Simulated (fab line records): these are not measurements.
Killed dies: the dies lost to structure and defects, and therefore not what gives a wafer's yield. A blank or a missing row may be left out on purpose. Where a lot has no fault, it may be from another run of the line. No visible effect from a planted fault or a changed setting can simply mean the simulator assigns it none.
Which tool was responsible? || flow sky130 || 6 lots, 18 wafers sampled, at 2 steps of a route of 708

## WHAT THE GAUGES SHOWED, per wafer
SKY_VT_ADJUST_HVTR_CD_MEAS_07 targets a cd of 380 nm.
{"lot": "L149", "measured": "day 10 05:34", "on": "cd-sem-01", "cd-nm (nm)": "381.0 377.8 377.4"}
{"lot": "L151", "measured": "day 10 21:29", "on": "cd-sem-01", "cd-nm (nm)": "378.6 378.0 380.3"}
{"lot": "L153", "measured": "day 11 07:35", "on": "cd-sem-01", "cd-nm (nm)": "381.0 382.8 382.8"}
{"lot": "L155", "measured": "day 12 00:44", "on": "cd-sem-01", "cd-nm (nm)": "381.5 384.4 383.6"}
{"lot": "L166", "measured": "day 15 14:12", "on": "cd-sem-02", "cd-nm (nm)": "382.8 379.9 379.7"}
{"lot": "L168", "measured": "day 16 05:21", "on": "cd-sem-01", "cd-nm (nm)": "378.9 379.7 379.5"}

## EACH LOT AND THE TOOL THAT RAN IT (in order: tool; ch and the chambers of the sampled wafers; start)
{"lot": "L149", "SKY_NWELL_EXPOSE_20": "iline-stepper-01 ch 0, day 5 13:37"}
{"lot": "L151", "SKY_NWELL_EXPOSE_20": "iline-stepper-02 ch 0, day 6 01:49"}
{"lot": "L153", "SKY_NWELL_EXPOSE_20": "iline-stepper-01 ch 0, day 6 10:35"}
{"lot": "L155", "SKY_NWELL_EXPOSE_20": "iline-stepper-02 ch 0, day 6 23:41"}
{"lot": "L166", "SKY_NWELL_EXPOSE_20": "iline-stepper-01 ch 0, day 9 20:43"}
{"lot": "L168", "SKY_NWELL_EXPOSE_20": "iline-stepper-01 ch 0, day 10 07:34"}
- SKY_NWELL_EXPOSE_20: exposes mask NWM COMPLEMENT, target cd 840 nm.

## THE ANSWER, worked out from the rows above alone
Rule: usual is defined by the lots themselves. The widest of any qualifying gaps counts: lots, ordered by their means at a reading, are off when they make up no more than a third of the lots, leave a main group of 4 or more, and stand apart from it by 3 or more times the standard deviation of that group's means. If all means in a main group match to the digits the tables above print for the reading, that group is not used. A lot without any number at a reading at which 4 lots or more have one is off too. The other lots that the step has rows for count as sound.
No lot is off on any of the readings shown, so nothing can be concluded from this.

## WHAT WAS PUT IN BY THE SIMULATOR
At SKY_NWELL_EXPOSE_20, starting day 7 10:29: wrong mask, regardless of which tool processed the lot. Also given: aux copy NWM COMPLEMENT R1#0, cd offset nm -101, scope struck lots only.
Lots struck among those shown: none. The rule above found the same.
